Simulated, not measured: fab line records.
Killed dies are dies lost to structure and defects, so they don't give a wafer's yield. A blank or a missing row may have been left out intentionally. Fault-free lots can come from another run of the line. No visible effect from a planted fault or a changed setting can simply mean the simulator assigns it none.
Which tool did it?    flow gf180mcu    11 lots, 31 wafers sampled, at 5 steps of a route of 602

## WHAT EACH GAUGE READ, for each wafer
GF_STI_THK_MEAS_04. Usual: STI_CVD_03_THK typically reads 207.6 nm, with standard deviation 2.2.
lot   measured     on            STI_CVD_03_THK (nm)  flag
L822  day 1 14:25  filmMetro-04  208.1 209.1 209.0    
L823  day 1 19:40  filmMetro-02  206.2 207.9 207.9    
L824  day 1 23:34  filmMetro-03  206.9 207.4 210.5    
L830  day 3 05:35  filmMetro-04  210.2 210.7          
L831  day 3 11:59  filmMetro-04  209.9 209.1 209.3    
L833  day 3 20:48  filmMetro-04  208.0 207.3          
L834  day 4 01:52  filmMetro-04  209.5 210.1 208.9    
L839  day 5 04:35  filmMetro-02  209.5 207.3 208.8    
L840  day 5 07:35  filmMetro-02  205.6 202.4 204.3    
L844  day 6 03:35  filmMetro-02  205.7 208.8 207.7    
L845  day 6 08:57  filmMetro-02  204.3 205.8 205.7    

GF_VT_IMPLANT_TW_MEAS_32. Usual: VT_IMPLANT_3_TW typically reads 268.8, with standard deviation 2.4.
lot   measured      on            VT_IMPLANT_3_TW    flag
L822  day 6 21:40   filmMetro-01  268.9 266.3 268.3  
L823  day 7 04:31   filmMetro-02  270.2 268.9 270.8  
L824  day 7 10:25   filmMetro-01  266.2 266.6 265.2  
L830  day 9 00:41   filmMetro-04  271.8              
L831  day 9 11:29   filmMetro-01  267.4 267.4 267.2  
L833  day 9 21:17   filmMetro-04  270.6 272.5        
L834  day 10 04:01  filmMetro-02  268.8 267.5        
L839  day 11 14:20  filmMetro-01  266.2 267.5 266.2  
L840  day 11 18:14  filmMetro-02  269.0 267.7 268.2  
L844  day 12 19:50  filmMetro-01  267.5 266.0 264.9  
L845  day 13 06:37  filmMetro-04  271.6 274.9 273.0  

## WHAT TOOL EACH LOT RAN ON (gives the tool, then ch and the chambers of the sampled wafers, and finally the start)
lot   GF_STI_ETCH_13                    GF_STI_ETCH_14                  GF_STI_STRIP_15
L822  rieDiel-04 ch 0,1,2, day 2 01:48  rieSi-01 ch 0,1, day 2 01:53    plasmaAsher-01 ch 0,1, day 2 01:57
L823  rieDiel-03 ch 0,2,3, day 2 07:18  rieSi-02 ch 0,1,2, day 2 07:23  plasmaAsher-01 ch 0,1, day 2 07:27
L824  rieDiel-04 ch 0,2,3, day 2 11:00  rieSi-02 ch 0,1, day 2 11:05    plasmaAsher-04 ch 0, day 2 11:09
L830  rieDiel-04 ch 1,3, day 3 18:12    rieSi-01 ch 2,3, day 3 18:16    plasmaAsher-01 ch 0,1, day 3 18:23
L831  rieDiel-01 ch 1,3, day 4 01:03    rieSi-01 ch 0,1, day 4 01:07    plasmaAsher-04 ch 0,1, day 4 01:14
L833  rieDiel-04 ch 0,2, day 4 10:24    rieSi-01 ch 2, day 4 10:29      plasmaAsher-01 ch 0,1, day 4 10:35
L834  rieDiel-04 ch 0,1,3, day 4 15:39  rieSi-02 ch 0,1,3, day 4 15:44  plasmaAsher-02 ch 0,1, day 4 15:48
L839  rieDiel-03 ch 0,1,3, day 5 19:17  rieSi-02 ch 2,3, day 5 19:22    plasmaAsher-01 ch 0,1, day 5 19:28
L840  rieDiel-01 ch 0,1, day 5 22:02    rieSi-02 ch 2,3, day 5 22:07    plasmaAsher-04 ch 0,1, day 5 22:14
L844  rieDiel-01 ch 1,2,3, day 6 18:38  rieSi-02 ch 0,1,2, day 6 18:43  plasmaAsher-04 ch 0,1, day 6 18:50
L845  rieDiel-01 ch 1,2, day 7 00:26    rieSi-02 ch 0,1,3, day 7 00:31  plasmaAsher-04 ch 0,1, day 7 00:36
- GF_STI_ETCH_13: etches the open film in CHF3/O2, stops on Si, target depth 282.31 nm, time 112.9 s.
- GF_STI_ETCH_14: etches Si in HBr/Cl2/O2, target depth 360 nm, time 102.9 s.
- GF_STI_STRIP_15: strips in O2/N2.

## WHAT THE TOOLS THEMSELVES READ (means of the sampled wafers that have a number; where no wafer has one, the mark that the record gives instead)
GF_STI_ETCH_13. Usual: chf3FlowSccm 50.01 sccm, standard deviation 0.14; drypumpMotorCurrentA 5.8 A, standard deviation 0.48; oesProductAu 0.833 a.u., standard deviation 0.0069; runLengthS 141.2 s, standard deviation 0.45; throttleValvePct 8.809 %, standard deviation 0.0092.
lot   tool        chf3FlowSccm (sccm)  drypumpMotorCurrentA (A)  oesProductAu (a.u.)  runLengthS (s)  throttleValvePct (%)  flag
L822  rieDiel-04  50.03                5.9                       0.837                140.8           8.811                 
L823  rieDiel-03  50.01                5.6                       0.833                141.3           8.813                 
L824  rieDiel-04  49.97                5.7                       0.837                141.2           8.807                 
L830  rieDiel-04  50.04                6.1                       0.916                127.1           8.832                 OFF
L831  rieDiel-01  50.05                6.4                       0.840                140.9           8.813                 
L833  rieDiel-04  49.98                5.7                       0.996                111.8           8.845                 OFF
L834  rieDiel-04  50.01                5.9                       0.887                131.6           8.833                 OFF
L839  rieDiel-03  50.14                5.5                       0.834                141.5           8.803                 
L840  rieDiel-01  50.07                5.5                       0.825                141.0           8.803                 
L844  rieDiel-01  49.98                6.3                       0.834                141.3           8.820                 
L845  rieDiel-01  49.91                6.5                       0.830                141.1           8.800                 

GF_STI_ETCH_14. Usual: drypumpMotorCurrentA 5.8 A, standard deviation 0.69; oesProductAu 0.995 a.u., standard deviation 0.013; runLengthS 131.3 s, standard deviation 0.41; throttleValvePct 25.659 %, standard deviation 0.013.
lot   tool      drypumpMotorCurrentA (A)  oesProductAu (a.u.)  runLengthS (s)  throttleValvePct (%)  flag
L822  rieSi-01  5.4                       0.997                131.4           25.655                
L823  rieSi-02  5.6                       0.994                131.1           25.661                
L824  rieSi-02  5.9                       0.993                130.7           25.670                
L830  rieSi-01  6.2                       0.752                131.6           25.819                OFF
L831  rieSi-01  5.8                       1.002                131.3           25.652                
L833  rieSi-01  5.5                       0.795                131.4           25.785                OFF
L834  rieSi-02  5.9                       0.838                130.9           25.757                OFF
L839  rieSi-02  6.0                       0.998                131.4           25.655                
L840  rieSi-02  6.0                       0.987                131.3           25.659                
L844  rieSi-02  5.6                       0.983                130.9           25.674                
L845  rieSi-02  5.9                       0.986                131.2           25.660                

GF_STI_STRIP_15. Usual: drypumpMotorCurrentA 5.9 A, standard deviation 0.43; heaterPowerW 347 W, standard deviation 9.1; n2FlowSccm 300.0 sccm, standard deviation 0.91; oesProductAu 0.384 a.u., standard deviation 0.0047; stripTimeToEndpointS 3.73 s, standard deviation 0.043.
lot   tool            drypumpMotorCurrentA (A)  heaterPowerW (W)  n2FlowSccm (sccm)  oesProductAu (a.u.)  stripTimeToEndpointS (s)  flag
L822  plasmaAsher-01  6.1                       355               300.0              0.386                3.76                      
L823  plasmaAsher-01  6.1                       353               299.2              0.384                3.71                      
L824  plasmaAsher-04  5.7                       335               300.4              0.387                3.71                      
L830  plasmaAsher-01  6.1                       353               300.5              0.397                4.04                      OFF
L831  plasmaAsher-04  5.3                       341               300.5              0.385                3.74                      
L833  plasmaAsher-01  6.1                       355               299.8              0.411                4.34                      OFF
L834  plasmaAsher-02  6.2                       345               300.0              0.396                3.98                      OFF
L839  plasmaAsher-01  6.1                       353               299.9              0.389                3.73                      
L840  plasmaAsher-04  5.3                       344               300.6              0.381                3.76                      
L844  plasmaAsher-04  5.5                       333               299.8              0.387                3.76                      
L845  plasmaAsher-04  5.3                       341               300.5              0.386                3.73                      

## THE ANSWER, worked out from the rows above alone
Rule: a lot is off if the mean of its wafers that have a number lies more than 3 standard deviations from the usual mean. Also off: a lot with no number at a reading for which 4 or more lots have one. Where the step has rows for the other lots, those lots are counted as sound. First the gauges in route order, then the tools' own readings, where a lot's mean is used as printed above. At the first step where some lot is off, the reading lying furthest off is the one used; lots without a number count as furthest.
Off, at GF_STI_ETCH_13 on runLengthS: L830, L833, L834.
A tool fits if, at that step or a process step before it, it ran every lot that is off, and no sound lot after the first of them. One fits: GF_STI_ETCH_13 on rieDiel-04. A fault onset in the window from L824 (day 2 11:00, its last sound lot) to L830 (day 3 18:12, its first lot off) fits.
The tool's own readings at GF_STI_ETCH_13 bear it out: on the lots that are off they differ by more than 5 times the standard deviation of the sound lots' means. oesProductAu reads 0.933 a.u. there against 0.834 a.u. on the sound lots; runLengthS reads 123.5 s there against 141.1 s on the sound lots.

## WHAT THE SIMULATOR PUT IN
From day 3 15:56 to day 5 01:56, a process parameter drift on rieDiel-04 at GF_STI_ETCH_13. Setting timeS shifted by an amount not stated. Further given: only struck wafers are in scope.
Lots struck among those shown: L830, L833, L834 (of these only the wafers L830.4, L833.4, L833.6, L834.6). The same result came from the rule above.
